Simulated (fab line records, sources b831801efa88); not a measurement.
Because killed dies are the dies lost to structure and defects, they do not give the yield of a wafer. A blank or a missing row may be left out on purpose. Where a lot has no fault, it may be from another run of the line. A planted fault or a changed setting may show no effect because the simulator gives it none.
fab line records	flow sky130
[record] lots = 12	wafers = 36	last_day = 50
route steps=708 shown LOCAL_INTERCONNECT@387 CONTACT@406 PAD_OPEN@708
lots that met no fault: taken from a fault-free run of the same line
start_h: start of the lot's first displayed wafer, in hours after the record's first day	wait_h: hours elapsed since this lot's preceding step	" repeats the value in the row above	L1.1+2: a row that stands for several wafers	- either no value or no given start	* or withheld: withheld	< > ~ a bound
route shown NAME@n: a module of which the file shows steps, and the number in the route of the first	usual: mean/standard deviation of fault-free wafers	same: alike in all rows	chamber/n: place in a boat	sites: per-site readings	_std_site: how widely they spread, as a standard deviation	_edge_site: the outer-site mean with the inner-site mean subtracted	radius_mm: how far each site lies from the wafer's centre	mask NAME#n: copy n	behind: tool/chamber where the wafer was last shaped	hold: reason for holding the lot/hours on hold/outcome of the hold	device: the n, p or np transistor that did not switch	end of line: the tests these same wafers got at the end of their route	a step with no rows: only its recipe	killed: not the wafer's yield, but the dies lost to structure and defects at the first sort	map: a wafer's dies, marking killed ones x, the rest . and places with no die _
set.NAME: setting as actually run; set.NAME@STEP: the setting as run at that earlier step	model.NAME: the simulator's own value behind a step, which no gauge read
a sample of lots followed through the steps of the route, with each step as a table and each wafer as a row
services: a tool's chamber out of use, with start hour (start_h, from the record's first day; less than 0 if before it), hours out, and reason
[[steps]]
[step SKY_LOCAL_INTERCONNECT_SPUTTER_00]
[recipe] material = TiN	target_thk_nm = 100	temp_c = 300	power_w = 6500	time_s = 83.3	chamber_pressure_pa = 0.4
[usual] throttle_valve_pct = 29.6/0.54
lot.wafer	tool	chamber	start_h	wait_h	throttle_valve_pct
L566.2	pvd_sputter-02	-	678.30	0.1	29.1
L566.4	"	-	"	"	28.7
L566.5	"	-	"	"	29.1
L567.2	pvd_sputter-02	-	691.55	0.1	29.4
L567.5	"	-	"	"	29.1
L567.6	"	-	"	"	28.6
L572.1	pvd_sputter-02	-	724.78	0.2	28.6
L572.2	"	-	"	"	29.2
L572.5	"	-	"	"	29.2
L575.4	pvd_sputter-03	-	762.99	0.2	29.0
L575.5	"	-	"	"	29.2
L575.6	"	-	"	"	29.0
L578.2	pvd_sputter-03	-	788.08	0.1	29.0
L578.5	"	-	"	"	29.2
L578.6	"	-	"	"	28.9
L580.1	pvd_sputter-03	-	800.29	0.1	29.7
L580.5	"	-	"	"	29.3
L580.6	"	-	"	"	29.0
L581.1	pvd_sputter-03	-	808.36	0.1	29.1
L581.2	"	-	"	"	29.0
L581.6	"	-	"	"	28.8
L583.1	pvd_sputter-01	-	824.56	0.2	29.5
L583.3	"	-	"	"	29.9
L583.4	"	-	"	"	29.2
L586.1	pvd_sputter-01	-	837.28	0.2	29.9
L586.5	"	-	"	"	29.7
L586.6	"	-	"	"	30.5
L587.3	pvd_sputter-01	-	843.30	0.2	30.0
L587.4	"	-	"	"	29.7
L587.5	"	-	"	"	29.7
L588.2	pvd_sputter-01	-	853.60	0.2	29.6
L588.3	"	-	"	"	29.7
L588.4	"	-	"	"	30.3
L589.1	pvd_sputter-02	-	854.56	0.2	29.2
L589.3	"	-	"	"	29.0
L589.5	"	-	"	"	29.4
[step SKY_LOCAL_INTERCONNECT_RS_MEAS_01]
[recipe] thk_meas_gauge = four-point-probe	reads = TiN_of_LOCAL_INTERCONNECT_SPUTTER_00
[usual] LOCAL_INTERCONNECT_TIN_RS = 14.08/0.14
lot.wafer	tool	chamber	start_h	wait_h	LOCAL_INTERCONNECT_TIN_RS[ohm/sq]
L566.2	film_metro-03	-	678.38	0.1	14.02
L566.4	"	-	"	"	14.05
L566.5	"	-	"	"	14.08
L567.2	film_metro-03	-	691.64	0.1	14.08
L567.5	"	-	"	"	14.07
L567.6	"	-	"	"	14.17
L572.1	film_metro-02	-	724.85	0.0	14.08
L572.2	"	-	"	"	14.20
L572.5	"	-	"	"	14.25
L575.4	film_metro-02	-	763.12	0.1	14.15
L575.5	"	-	"	"	14.02
L575.6	"	-	"	"	14.19
L578.2	film_metro-03	-	788.16	0.1	14.27
L578.5	"	-	"	"	14.16
L578.6	"	-	"	"	14.02
L580.1	film_metro-02	-	800.35	0.0	14.03
L580.5	"	-	"	"	13.92
L580.6	"	-	"	"	14.11
L581.1	film_metro-03	-	808.42	0.0	14.08
L581.2	"	-	"	"	14.08
L581.6	"	-	"	"	14.23
L583.1	film_metro-02	-	824.63	0.0	14.22
L583.3	"	-	"	"	14.34
L583.4	"	-	"	"	14.29
L586.1	film_metro-01	-	837.34	0.0	13.80
L586.5	"	-	"	"	13.81
L586.6	"	-	"	"	13.89
L587.3	film_metro-02	-	843.40	0.1	14.01
L587.4	"	-	"	"	13.79
L587.5	"	-	"	"	13.87
L588.2	film_metro-03	-	853.68	0.1	14.06
L588.3	"	-	"	"	14.02
L588.4	"	-	"	"	14.26
L589.1	film_metro-02	-	854.63	0.0	14.11
L589.3	"	-	"	"	14.31
L589.5	"	-	"	"	14.22
[step SKY_CONTACT_CVD_00]
[recipe] material = Si3N4	target_thk_nm = 75	temp_c = 400	time_s = withheld	rf_w = 450
[usual] heater_power_w = 779/160
lot.wafer	tool	chamber	start_h	wait_h	heater_power_w
L566.2	pecvd-01	1	706.85	0.0	544
L566.4	"	2	"	"	910
L566.5	"	1	"	"	532
L567.2	pecvd-02	2	720.00	0.0	858
L567.5	"	1	"	"	915
L567.6	"	0	"	"	787
L572.1	pecvd-02	1	753.40	0.0	847
L572.2	"	0	"	"	862
L572.5	"	2	"	"	914
L575.4	pecvd-02	1	790.64	0.0	772
L575.5	"	0	"	"	781
L575.6	"	2	"	"	750
L578.2	pecvd-02	2	814.90	0.0	905
L578.5	"	0	"	"	911
L578.6	"	2	"	"	918
L580.1	pecvd-01	2	827.60	0.0	802
L580.5	"	0	"	"	879
L580.6	"	2	"	"	814
L581.1	pecvd-04	0	835.64	0.0	561
L581.2	"	1	"	"	513
L581.6	"	0	"	"	560
L583.1	pecvd-04	2	851.59	0.0	905
L583.3	"	0	"	"	615
L583.4	"	0	"	"	630
L586.1	pecvd-01	0	864.36	0.0	793
L586.5	"	2	"	"	807
L586.6	"	0	"	"	785
L587.3	pecvd-02	2	870.34	0.0	854
L587.4	"	1	"	"	743
L587.5	"	2	"	"	880
L588.2	pecvd-01	1	881.28	0.0	435
L588.3	"	0	"	"	821
L588.4	"	2	"	"	969
L589.1	pecvd-02	0	881.68	0.0	885
L589.3	"	2	"	"	918
L589.5	"	2	"	"	925
[step SKY_CONTACT_THK_MEAS_01]
[recipe] reads = Si3N4_of_CONTACT_CVD_00
[usual] CONTACT_CVD_00_THK = 74.9/0.92
lot.wafer	tool	chamber	start_h	wait_h	CONTACT_CVD_00_THK[nm]
L566.2	film_metro-01	-	706.89	-	75.0
L566.4	"	-	"	"	75.1
L566.5	"	-	"	"	74.9
L567.2	film_metro-03	-	720.05	-	74.6
L567.5	"	-	"	"	75.0
L567.6	"	-	"	"	75.5
L572.1	film_metro-04	-	753.43	-	73.6
L572.2	"	-	"	"	75.0
L572.5	"	-	"	"	74.5
L575.4	film_metro-04	-	790.68	-	74.9
L575.5	"	-	"	"	57.7
L575.6	"	-	"	"	74.6
L578.2	film_metro-03	-	814.94	-	73.6
L578.5	"	-	"	"	57.2
L578.6	"	-	"	"	74.1
L580.1	film_metro-01	-	827.63	-	74.3
L580.5	"	-	"	"	73.7
L580.6	"	-	"	"	76.3
L581.1	film_metro-04	-	835.67	-	74.0
L581.2	"	-	"	"	73.8
L581.6	"	-	"	"	75.0
L583.1	film_metro-01	-	851.62	-	73.6
L583.3	"	-	"	"	73.3
L583.4	"	-	"	"	74.7
L586.1	film_metro-03	-	864.40	-	73.9
L586.5	"	-	"	"	75.4
L586.6	"	-	"	"	75.3
L587.3	film_metro-03	-	870.39	-	73.5
L587.4	"	-	"	"	74.9
L587.5	"	-	"	"	75.5
L588.2	film_metro-01	-	881.32	-	73.8
L588.3	"	-	"	"	74.1
L588.4	"	-	"	"	75.4
L589.1	film_metro-01	-	881.71	-	75.9
L589.3	"	-	"	"	74.0
L589.5	"	-	"	"	75.7
[step SKY_CONTACT_CD_MEAS_14]
[recipe] target_cd_nm = 170
[usual] cd_nm = 170.0/1.9
lot.wafer	tool	chamber	start_h	wait_h	cd_nm
L566.2	cd_sem-02	-	734.96	-	170.7
L566.4	"	-	"	"	170.5
L566.5	"	-	"	"	171.0
L567.2	cd_sem-02	-	748.76	-	169.4
L567.5	"	-	"	"	171.8
L567.6	"	-	"	"	170.3
L572.1	cd_sem-02	-	781.13	-	169.5
L572.2	"	-	"	"	170.3
L572.5	"	-	"	"	170.4
L575.4	cd_sem-02	-	817.24	-	170.3
L575.5	"	-	"	"	170.8
L575.6	"	-	"	"	169.9
L578.2	cd_sem-01	-	841.30	-	167.3
L578.5	"	-	"	"	168.0
L578.6	"	-	"	"	167.3
L580.1	cd_sem-01	-	854.13	-	168.5
L580.5	"	-	"	"	167.4
L580.6	"	-	"	"	168.1
L581.1	cd_sem-01	-	862.18	-	169.5
L581.2	"	-	"	"	168.9
L581.6	"	-	"	"	168.5
L583.1	cd_sem-01	-	878.29	-	167.1
L583.3	"	-	"	"	168.0
L583.4	"	-	"	"	168.2
L586.1	cd_sem-01	-	890.89	-	173.5
L586.5	"	-	"	"	173.5
L586.6	"	-	"	"	172.3
L587.3	cd_sem-01	-	896.89	-	170.3
L587.4	"	-	"	"	169.6
L587.5	"	-	"	"	169.3
L588.2	cd_sem-01	-	906.80	-	170.9
L588.3	"	-	"	"	168.8
L588.4	"	-	"	"	169.4
L589.1	cd_sem-01	-	908.23	-	173.1
L589.3	"	-	"	"	172.3
L589.5	"	-	"	"	172.1
[step SKY_CONTACT_ETCH_18]
[recipe] target = Si3N4	chemistry = CHF3/O2	stop_on = TiN	source_w = 600	bias_w = 200	pressure_mtorr = 40	chf3_flow_sccm = 50	O2_flow_sccm = 5	time_s = 39	target_depth_a = 750
[usual] drypump_motor_current_A = 5.5/0.46	oes_product_au = 0.854/0.0074	throttle_valve_pct = 8.794/0.0081
lot.wafer	tool	chamber	start_h	wait_h	drypump_motor_current_A	oes_product_au	rf_hours_counter_h	throttle_valve_pct
L566.2	rie_diel-01	1	-	-	5.6	0.855	22	8.788
L566.4	"	0	"	"	5.8	0.856	23	8.804
L566.5	"	0	"	"	5.8	0.852	-	8.795
L567.2	rie_diel-01	2	-	-	4.8	0.848	37	8.795
L567.5	"	3	"	"	5.5	0.865	-	8.783
L567.6	"	2	"	"	4.8	0.852	-	8.795
L572.1	rie_diel-01	3	-	-	5.5	0.845	5	8.808
L572.2	"	0	"	"	5.8	0.854	24	8.784
L572.5	"	3	"	"	5.5	0.853	-	8.787
L575.4	rie_diel-02	3	-	-	5.4	0.862	-	8.789
L575.5	"	0	"	"	5.9	0.743	-	8.761
L575.6	"	1	"	"	5.1	0.854	-	8.796
L578.2	rie_diel-04	2	-	-	4.9	0.846	24	8.802
L578.5	"	0	"	"	5.4	0.744	-	8.764
L578.6	"	3	"	"	5.9	0.848	-	8.795
L580.1	rie_diel-02	0	-	-	5.9	0.862	8	8.802
L580.5	"	3	"	"	5.4	0.845	-	8.784
L580.6	"	2	"	"	6.4	0.860	-	8.790
L581.1	rie_diel-04	1	-	-	4.9	0.849	5	8.803
L581.2	"	3	"	"	5.9	0.849	11	8.781
L581.6	"	2	"	"	4.9	0.856	-	8.801
L583.1	rie_diel-02	2	-	-	6.4	0.848	1	8.798
L583.3	"	0	"	"	5.9	0.846	9	8.796
L583.4	"	3	"	"	5.4	0.854	13	8.784
L586.1	rie_diel-04	0	-	-	5.4	0.849	4	8.789
L586.5	"	3	"	"	6.0	0.864	-	8.789
L586.6	"	1	"	"	4.9	0.859	-	8.787
L587.3	rie_diel-02	3	-	-	5.4	0.849	14	8.780
L587.4	"	2	"	"	6.4	0.853	2	8.791
L587.5	"	3	"	"	5.4	0.861	-	8.814
L588.2	rie_diel-02	1	-	-	5.2	0.851	3	8.812
L588.3	"	0	"	"	6.0	0.845	10	8.791
L588.4	"	2	"	"	6.4	0.852	-	8.803
L589.1	rie_diel-01	3	-	-	5.5	0.859	9	8.788
L589.3	"	1	"	"	5.6	0.849	27	8.787
L589.5	"	3	"	"	5.5	0.856	-	8.787
[step SKY_PAD_OPEN_PROBE_99]
[usual] killed_at_M0_to_M3 = 44/6.9	killed_at_M4_up = 3.3/1.7	killed_at_contacts = 24/4.7	killed_at_front_end = 15/4.5	killed_at_other = 0.2/0.49	killed_dies = 86/8.4	killed_on_rim = 17/4.2	killed_open = 47/6.5	killed_short = 39/6
[same] gross_dies = 492	killed_at_back_side = 0
lot.wafer	tool	chamber	start_h	wait_h	killed_at_M0_to_M3	killed_at_M4_up	killed_at_contacts	killed_at_front_end	killed_at_other	killed_dies	killed_on_rim	killed_open	killed_short
L566.2	prober-01	-	1072.81	0.1	39	3	29	15	0	86	20	41	45
L566.4	prober-01	-	1072.91	0.2	40	4	25	22	0	91	12	54	37
L566.5	prober-01	-	1072.96	0.2	46	4	26	16	2	94	21	50	44
L567.2	prober-01	-	1084.48	0.1	44	1	24	6	0	75	13	39	36
L567.5	prober-01	-	1084.63	0.2	55	4	22	13	0	94	23	57	37
L567.6	prober-01	-	1084.68	0.2	53	5	20	7	1	86	21	56	30
L572.1	prober-01	-	1108.03	0.1	54	2	24	20	0	100	21	58	42
L572.2	prober-01	-	1108.08	0.1	41	2	24	12	0	79	19	48	31
L572.5	prober-01	-	1108.23	0.2	32	2	27	12	1	74	15	48	26
L575.4	prober-01	-	1136.09	0.2	41	3	23	15	0	82	17	50	32
L575.5	prober-01	-	1136.14	0.2	52	2	11	14	0	79	15	36	43
L575.6	prober-01	-	1136.19	0.2	44	3	26	14	0	87	14	49	38
L578.2	prober-02	-	1154.44	0.1	36	0	27	15	0	78	16	38	40
L578.5	prober-02	-	1154.59	0.2	37	2	27	15	0	81	14	48	33
L578.6	prober-02	-	1154.64	0.2	39	3	22	10	0	74	17	44	30
L580.1	prober-01	-	1162.35	0.1	50	2	25	8	0	85	10	46	39
L580.5	prober-01	-	1162.55	0.2	35	0	27	13	0	75	19	46	29
L580.6	prober-01	-	1162.60	0.2	47	2	24	12	0	85	24	52	33
L581.1	prober-01	-	1165.84	0.1	39	3	27	5	0	74	10	32	42
L581.2	prober-01	-	1165.89	0.1	60	3	16	7	0	86	9	48	38
L581.6	prober-01	-	1166.09	0.2	44	4	20	15	0	83	12	44	39
L583.1	prober-02	-	1176.64	0.1	43	3	27	16	1	90	18	57	33
L583.3	prober-02	-	1176.74	0.2	60	3	22	8	0	93	20	57	36
L583.4	prober-02	-	1176.79	0.2	43	4	27	11	0	85	22	49	36
L586.1	prober-02	-	1188.34	0.1	53	2	28	13	0	96	20	50	46
L586.5	prober-02	-	1188.54	0.2	36	1	25	18	0	80	11	44	36
L586.6	prober-02	-	1188.59	0.2	44	6	19	9	0	78	16	37	41
L587.3	prober-01	-	1192.16	0.2	37	3	23	18	0	81	18	40	41
L587.4	prober-01	-	1192.21	0.2	37	5	25	19	0	86	20	49	37
L587.5	prober-01	-	1192.26	0.2	36	4	22	21	1	84	13	44	40
L588.2	prober-02	-	1195.52	0.1	56	3	30	15	0	104	20	53	51
L588.3	prober-02	-	1195.57	0.2	37	7	19	15	0	78	17	41	37
L588.4	prober-02	-	1195.62	0.2	44	3	25	16	0	88	26	48	40
L589.1	prober-01	-	1196.88	0.1	58	6	20	17	0	101	23	47	54
L589.3	prober-01	-	1196.98	0.2	48	3	27	16	0	94	20	56	38
L589.5	prober-01	-	1197.08	0.2	33	5	13	16	0	67	12	36	31
// killed by level:class
L566.2 CONTACT:geometric_particle:open=15 METAL1:geometric_particle:short=9 VIA1:geometric_particle:open=7 METAL2:geometric_particle:short=6 FIELD_ISO:geometric_particle:short=5 SPACER:geometric_particle:short=4 LI_CONTACT:geometric_particle:short=4 LI_CONTACT:geometric_particle:open=4
L566.4 VIA3:geometric_particle:open=9 CONTACT:geometric_particle:open=8 FIELD_ISO:geometric_particle:open=7 VIA1:geometric_particle:open=7 METAL2:geometric_particle:short=7 FIELD_ISO:geometric_particle:short=6 CONTACT:geometric_particle:short=6 POLY_GATE:geometric_particle:open=5
L566.5 VIA1:geometric_particle:short=12 CONTACT:geometric_particle:open=10 VIA1:geometric_particle:open=9 VIA2:geometric_particle:open=7 FIELD_ISO:geometric_particle:open=6 FIELD_ISO:geometric_particle:short=6 LI_CONTACT:geometric_particle:open=6 CONTACT:geometric_particle:short=5
L567.2 VIA1:geometric_particle:open=9 VIA2:geometric_particle:open=8 CONTACT:geometric_particle:short=7 CONTACT:geometric_particle:open=7 VIA3:geometric_particle:open=7 METAL3:geometric_particle:short=6 LI_CONTACT:geometric_particle:open=4 LOCAL_INTERCONNECT:geometric_particle:short=4
L567.5 VIA1:geometric_particle:open=19 CONTACT:geometric_particle:open=10 VIA2:geometric_particle:open=8 LI_CONTACT:geometric_particle:open=7 METAL2:geometric_particle:short=6 VIA3:geometric_particle:open=5 FIELD_ISO:geometric_particle:open=4 POLY_GATE:geometric_particle:short=4
L567.6 VIA1:geometric_particle:open=15 VIA2:geometric_particle:open=9 CONTACT:geometric_particle:open=9 LI_CONTACT:geometric_particle:open=5 VIA3:geometric_particle:open=5 METAL1:geometric_particle:short=4 METAL2:geometric_particle:short=4 SPACER:geometric_particle:short=3
L572.1 VIA1:geometric_particle:open=19 LI_CONTACT:geometric_particle:open=8 VIA2:geometric_particle:open=8 CONTACT:geometric_particle:open=7 FIELD_ISO:geometric_particle:open=6 FIELD_ISO:geometric_particle:short=6 VIA3:geometric_particle:open=5 VIA1:geometric_particle:short=5
L572.2 CONTACT:geometric_particle:open=12 VIA1:geometric_particle:open=11 VIA1:geometric_particle:short=8 VIA3:geometric_particle:open=8 CONTACT:geometric_particle:short=6 LI_CONTACT:geometric_particle:open=4 VIA2:geometric_particle:open=4 FIELD_ISO:geometric_particle:open=3
L572.5 CONTACT:geometric_particle:open=11 LI_CONTACT:geometric_particle:open=8 VIA1:geometric_particle:open=7 VIA2:geometric_particle:open=6 VIA1:geometric_particle:short=5 VIA3:geometric_particle:open=5 FIELD_ISO:geometric_particle:short=4 POLY_GATE:geometric_particle:open=3
L575.4 LI_CONTACT:geometric_particle:open=8 CONTACT:geometric_particle:open=8 METAL2:geometric_particle:short=7 METAL1:geometric_particle:short=7 VIA2:geometric_particle:open=7 FIELD_ISO:geometric_particle:open=5 VIA1:geometric_particle:open=5 POLY_GATE:geometric_particle:open=4
L575.5 METAL2:geometric_particle:short=12 VIA1:geometric_particle:open=7 LI_CONTACT:geometric_particle:open=6 VIA2:geometric_particle:open=6 VIA1:geometric_particle:short=6 VIA3:geometric_particle:open=6 FIELD_ISO:geometric_particle:short=5 METAL1:geometric_particle:short=5
L575.6 VIA1:geometric_particle:open=10 VIA2:geometric_particle:open=8 LI_CONTACT:geometric_particle:open=6 VIA3:geometric_particle:open=6 LOCAL_INTERCONNECT:geometric_particle:short=6 CONTACT:geometric_particle:short=6 CONTACT:geometric_particle:open=6 METAL1:geometric_particle:short=6
L578.2 CONTACT:geometric_particle:open=9 VIA1:geometric_particle:open=8 CONTACT:geometric_particle:short=7 POLY_GATE:geometric_particle:short=6 VIA1:geometric_particle:short=6 VIA3:geometric_particle:open=6 LI_CONTACT:geometric_particle:open=5 VIA2:geometric_particle:open=5
L578.5 CONTACT:geometric_particle:open=9 VIA3:geometric_particle:open=8 VIA2:geometric_particle:open=8 LOCAL_INTERCONNECT:geometric_particle:short=7 FIELD_ISO:geometric_particle:open=6 LI_CONTACT:geometric_particle:open=6 VIA1:geometric_particle:open=5 METAL3:geometric_particle:short=5
L578.6 LI_CONTACT:geometric_particle:open=11 VIA1:geometric_particle:open=10 VIA2:geometric_particle:open=6 VIA3:geometric_particle:open=5 CONTACT:geometric_particle:open=4 METAL1:geometric_particle:short=4 VIA1:geometric_particle:short=4 POLY_GATE:geometric_particle:short=3
L580.1 VIA1:geometric_particle:open=14 LI_CONTACT:geometric_particle:open=8 VIA1:geometric_particle:short=8 CONTACT:geometric_particle:open=7 METAL1:geometric_particle:short=5 LOCAL_INTERCONNECT:geometric_particle:short=5 VIA3:geometric_particle:open=5 LI_CONTACT:geometric_particle:short=4
L580.5 VIA1:geometric_particle:open=9 LI_CONTACT:geometric_particle:open=8 VIA2:geometric_particle:open=8 CONTACT:geometric_particle:open=7 METAL1:geometric_particle:short=7 CONTACT:geometric_particle:short=5 LI_CONTACT:geometric_particle:short=4 FIELD_ISO:geometric_particle:open=3
L580.6 VIA1:geometric_particle:open=11 LI_CONTACT:geometric_particle:open=10 VIA2:geometric_particle:open=10 VIA1:geometric_particle:short=6 FIELD_ISO:geometric_particle:open=5 CONTACT:geometric_particle:open=4 VIA3:geometric_particle:open=4 POLY_GATE:geometric_particle:short=3
L581.1 LOCAL_INTERCONNECT:geometric_particle:short=9 LI_CONTACT:geometric_particle:open=6 CONTACT:geometric_particle:open=6 VIA1:geometric_particle:open=6 METAL2:geometric_particle:short=6 VIA2:geometric_particle:open=5 VIA3:geometric_particle:open=5 VIA1:geometric_particle:short=4
L581.2 VIA1:geometric_particle:open=13 VIA3:geometric_particle:open=10 CONTACT:geometric_particle:open=9 METAL2:geometric_particle:short=8 VIA2:geometric_particle:open=7 VIA1:geometric_particle:short=7 METAL3:geometric_particle:short=5 LI_CONTACT:geometric_particle:open=4
L581.6 VIA1:geometric_particle:open=11 METAL1:geometric_particle:short=8 VIA3:geometric_particle:open=7 VIA2:geometric_particle:open=7 CONTACT:geometric_particle:open=5 POLY_GATE:geometric_particle:short=4 LI_CONTACT:geometric_particle:open=4 LI_CONTACT:geometric_particle:short=4
L583.1 CONTACT:geometric_particle:open=13 VIA3:geometric_particle:open=10 VIA1:geometric_particle:open=9 LI_CONTACT:geometric_particle:open=6 LOCAL_INTERCONNECT:geometric_particle:short=6 VIA2:geometric_particle:open=6 POLY_GATE:geometric_particle:open=5 VIA2:geometric_particle:short=5
L583.3 VIA1:geometric_particle:open=15 VIA3:geometric_particle:open=9 VIA2:geometric_particle:open=8 VIA3:geometric_particle:short=7 LI_CONTACT:geometric_particle:open=7 CONTACT:geometric_particle:short=6 METAL1:geometric_particle:short=6 CONTACT:geometric_particle:open=5
L583.4 CONTACT:geometric_particle:open=16 VIA3:geometric_particle:open=10 METAL3:geometric_particle:short=6 VIA1:geometric_particle:open=6 VIA2:geometric_particle:open=5 FIELD_ISO:geometric_particle:short=4 LOCAL_INTERCONNECT:geometric_particle:short=4 CONTACT:geometric_particle:short=4
L586.1 VIA1:geometric_particle:open=14 CONTACT:geometric_particle:open=9 VIA3:geometric_particle:open=8 CONTACT:geometric_particle:short=7 LI_CONTACT:geometric_particle:open=6 METAL2:geometric_particle:short=6 VIA1:geometric_particle:short=6 VIA3:geometric_particle:short=6
L586.5 CONTACT:geometric_particle:open=10 LI_CONTACT:geometric_particle:open=7 VIA1:geometric_particle:open=7 FIELD_ISO:geometric_particle:open=6 METAL1:geometric_particle:short=5 CONTACT:geometric_particle:short=4 VIA1:geometric_particle:short=4 METAL2:geometric_particle:short=4
L586.6 VIA2:geometric_particle:open=10 METAL1:geometric_particle:short=10 METAL2:geometric_particle:short=7 LOCAL_INTERCONNECT:geometric_particle:short=5 CONTACT:geometric_particle:open=5 LI_CONTACT:geometric_particle:open=4 CONTACT:geometric_particle:short=4 VIA1:geometric_particle:open=4
L587.3 CONTACT:geometric_particle:open=12 VIA2:geometric_particle:short=7 VIA1:geometric_particle:open=5 METAL2:geometric_particle:short=5 VIA2:geometric_particle:open=5 POLY_GATE:geometric_particle:open=4 LI_CONTACT:geometric_particle:open=4 CONTACT:geometric_particle:short=4
L587.4 CONTACT:geometric_particle:open=10 VIA1:geometric_particle:open=8 FIELD_ISO:geometric_particle:short=7 VIA2:geometric_particle:open=7 VIA3:geometric_particle:open=6 FIELD_ISO:geometric_particle:open=5 VIA3:geometric_particle:short=5 LI_CONTACT:geometric_particle:open=5
L587.5 VIA1:geometric_particle:open=11 LI_CONTACT:geometric_particle:open=7 POLY_GATE:geometric_particle:open=6 CONTACT:geometric_particle:open=6 VIA2:geometric_particle:open=6 FIELD_ISO:geometric_particle:short=4 POLY_GATE:geometric_particle:short=4 CONTACT:geometric_particle:short=4
L588.2 VIA1:geometric_particle:open=15 CONTACT:geometric_particle:open=11 METAL1:geometric_particle:short=8 FIELD_ISO:geometric_particle:short=7 LI_CONTACT:geometric_particle:open=7 VIA3:geometric_particle:open=7 VIA1:geometric_particle:short=6 CONTACT:geometric_particle:short=5
L588.3 CONTACT:geometric_particle:open=11 METAL1:geometric_particle:short=7 VIA1:geometric_particle:open=7 POLY_GATE:geometric_particle:short=6 VIA3:geometric_particle:short=6 METAL4:geometric_particle:short=6 LI_CONTACT:geometric_particle:open=5 VIA3:geometric_particle:open=5
L588.4 LI_CONTACT:geometric_particle:open=9 CONTACT:geometric_particle:open=9 VIA1:geometric_particle:open=8 VIA1:geometric_particle:short=7 FIELD_ISO:geometric_particle:open=5 METAL1:geometric_particle:short=5 VIA3:geometric_particle:open=5 VIA3:geometric_particle:short=5
L589.1 VIA1:geometric_particle:open=13 VIA1:geometric_particle:short=10 VIA3:geometric_particle:open=9 LI_CONTACT:geometric_particle:open=7 CONTACT:geometric_particle:short=6 METAL4:geometric_particle:short=6 POLY_GATE:geometric_particle:open=5 METAL1:geometric_particle:short=5
L589.3 VIA1:geometric_particle:open=19 CONTACT:geometric_particle:open=12 METAL1:geometric_particle:short=8 CONTACT:geometric_particle:short=6 FIELD_ISO:geometric_particle:open=5 LI_CONTACT:geometric_particle:open=5 VIA1:geometric_particle:short=4 VIA2:geometric_particle:open=4
L589.5 VIA2:geometric_particle:open=8 VIA1:geometric_particle:open=8 FIELD_ISO:geometric_particle:short=6 METAL2:geometric_particle:short=5 LI_CONTACT:geometric_particle:open=5 METAL1:geometric_particle:short=5 POLY_GATE:geometric_particle:open=4 CONTACT:geometric_particle:open=4
[[services]]
tool	chamber	start_h	hours	kind
pvd_sputter-03	-	655.11	0.8	repair
rie_diel-04	-	656.46	0.5	repair
rie_diel-02	1	657.77	132.0	repair
pecvd-02	-	664.40	2.8	pm
pecvd-02	1	678.16	3.5	repair
rie_diel-04	-	691.91	0.3	repair
pecvd-04	1	707.74	17.7	repair
pvd_sputter-03	-	710.50	0.7	repair
pvd_sputter-02	-	716.50	4.4	repair
pecvd-02	-	722.85	2.2	repair
rie_diel-02	-	729.15	0.4	repair
rie_diel-02	-	750.06	3.0	repair
rie_diel-04	-	783.03	0.3	repair
rie_diel-01	-	834.08	14.6	pm
pecvd-02	0	835.89	8.6	repair
pvd_sputter-03	-	848.06	4.5	repair
rie_diel-02	1	858.22	10.4	repair
rie_diel-02	-	860.87	0.4	repair
pvd_sputter-03	-	868.07	4.1	repair
rie_diel-04	-	870.38	1.7	repair
rie_diel-04	2	886.15	7.7	repair
rie_diel-01	1	888.23	8.4	repair
pecvd-01	-	899.43	5.5	pm
rie_diel-02	3	905.22	3.3	repair
[[key]]
[first_sign] step = SKY_CONTACT_THK_MEAS_01	reading = CONTACT_CVD_00_THK	direction = down	sigmas = 19	usual = 74.9	struck = 57.5
[effect] step = SKY_CONTACT_ETCH_18	reading = oes_product_au	direction = down	sigmas = 15	usual = 0.854	struck = 0.743
met_at SKY_CONTACT_CVD_00
struck_lots L575,L578
struck_wafers L575.5,L578.5
tester_left_out L575,L578
not_acting_at SKY_LOCAL_INTERCONNECT_SPUTTER_00,SKY_LOCAL_INTERCONNECT_RS_MEAS_01,SKY_CONTACT_CD_MEAS_14
onset_between 753.40 790.64
[fault] kind = process_parameter_drift	tool = pecvd-02	chamber = 0	onset_h = 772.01	steps = SKY_CONTACT_CVD_00	channel = time_s	offset = withheld	shape = step	end_h = 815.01	acts_in = *
// tester_left_out: of these lots the tester's yield and bins aren't shown, on N5 and GAA mostly nor the transistor test; their killed dies are dies lost to structure and defects alone, not to doping, threshold or leakage, so they don't give the yield
